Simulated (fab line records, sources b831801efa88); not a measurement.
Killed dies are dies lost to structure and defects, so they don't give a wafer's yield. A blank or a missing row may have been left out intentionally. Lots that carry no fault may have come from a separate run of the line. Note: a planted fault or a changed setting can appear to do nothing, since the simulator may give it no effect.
Chamber matching :: flow sky130 :: rie-diel-02 running SKY_VIA2_ETCH_14: 4 sister chambers
The step etches BARC in N2/H2, stops on SiO2, time 45.9 s, target depth 60 nm. 14 wafers are shown with their chamber, then 7 later ones without.

== EACH WAFER AND ITS CHAMBER ==
wafer: L290.4
chamber: 1
drypump-motor-current-A (A): 5.3
oes-product-au (a.u.): 0.847
bias-w (W): 100.2

wafer: L290.5
chamber: 0
drypump-motor-current-A (A): 5.5
oes-product-au (a.u.): 0.844
bias-w (W): 100.0

wafer: L290.6
chamber: 3
drypump-motor-current-A (A): 5.4
oes-product-au (a.u.): 0.851
bias-w (W): 100.3

wafer: L293.1
chamber: 2
drypump-motor-current-A (A): 6.2
oes-product-au (a.u.): 0.853
bias-w (W): 100.4

wafer: L293.3
chamber: 3
drypump-motor-current-A (A): 5.5
oes-product-au (a.u.): 0.858
bias-w (W): 100.0

wafer: L293.4
chamber: 0
drypump-motor-current-A (A): 5.5
oes-product-au (a.u.): 0.857
bias-w (W): 99.7

wafer: L295.1
chamber: 2
drypump-motor-current-A (A): 6.2
oes-product-au (a.u.): 0.859
bias-w (W): 99.6

wafer: L295.2
chamber: 0
drypump-motor-current-A (A): 5.5
oes-product-au (a.u.): 0.856
bias-w (W): 99.4

wafer: L295.6
chamber: 1
drypump-motor-current-A (A): 5.4
oes-product-au (a.u.): 0.852
bias-w (W): 99.9

wafer: L303.1
chamber: 3
drypump-motor-current-A (A): 5.5
oes-product-au (a.u.): 0.857
bias-w (W): 100.2

wafer: L303.4
chamber: 0
drypump-motor-current-A (A): 5.5
oes-product-au (a.u.): 0.866
bias-w (W): 99.9

wafer: L303.6
chamber: 1
drypump-motor-current-A (A): 5.4
oes-product-au (a.u.): 0.848
bias-w (W): 99.8

wafer: L304.1
chamber: 1
drypump-motor-current-A (A): 5.4
oes-product-au (a.u.): 0.847
bias-w (W): 100.0

wafer: L304.2
chamber: 2
drypump-motor-current-A (A): 6.2
oes-product-au (a.u.): 0.861
bias-w (W): 99.9

SIGNATURES (means of the wafers above)
reading: drypump-motor-current-A
chamber 0: 5.500
chamber 1: 5.375
chamber 2: 6.200
chamber 3: 5.467
scatter within a chamber: 0.0376

reading: oes-product-au
chamber 0: 0.85575
chamber 1: 0.84850
chamber 2: 0.85767
chamber 3: 0.85533
scatter within a chamber: 0.0057

reading: bias-w
chamber 0: 99.750
chamber 1: 99.975
chamber 2: 99.967
chamber 3: 100.167
scatter within a chamber: 0.259
Rule: for each reading, subtract the chamber's mean from the wafer's reading, divide by that reading's scatter and square the result; add these up over the readings and take the root, which gives the wafer's distance from the chamber. The wafer belongs to the nearest chamber; if the next one is less than 2 further off, it can't be placed. The scatter: take each reading less its chamber's mean, square it, sum over the shown wafers, divide by the number of wafers less the number of chambers, and take the root.

== WAFERS WITHOUT THEIR CHAMBER ==
wafer: L304.6
drypump-motor-current-A (A): 6.2
oes-product-au (a.u.): 0.866
bias-w (W): 99.6

wafer: L308.1
drypump-motor-current-A (A): 5.5
oes-product-au (a.u.): 0.855
bias-w (W): 100.2

wafer: L308.4
drypump-motor-current-A (A): 5.5
oes-product-au (a.u.): 0.853
bias-w (W): 99.8

wafer: L308.5
drypump-motor-current-A (A): 5.4
oes-product-au (a.u.): 0.851
bias-w (W): 99.8

wafer: L311.1
drypump-motor-current-A (A): 5.5
oes-product-au (a.u.): 0.856
bias-w (W): 99.4

wafer: L311.3
drypump-motor-current-A (A): 5.3
oes-product-au (a.u.): 0.860
bias-w (W): 100.1

wafer: L311.6
drypump-motor-current-A (A): 5.4
oes-product-au (a.u.): 0.859
bias-w (W): 99.8

== WHICH CHAMBER EACH WENT THROUGH ==
wafer: L304.6
from the rows above: 2
in truth: 2

wafer: L308.1
from the rows above: can't be placed: 3 or 0
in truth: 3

wafer: L308.4
from the rows above: can't be placed: 0 or 3
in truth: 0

wafer: L308.5
from the rows above: can't be placed: 1 or 3 or 0
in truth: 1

wafer: L311.1
from the rows above: can't be placed: 0 or 3
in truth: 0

wafer: L311.3
from the rows above: can't be placed: 1 or 3
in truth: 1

wafer: L311.6
from the rows above: can't be placed: 1 or 3 or 0
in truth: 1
1 of 7 placed correctly. Can't be placed from these rows: 6 (the true chamber is among the candidates in 6). 0 placed wrongly.
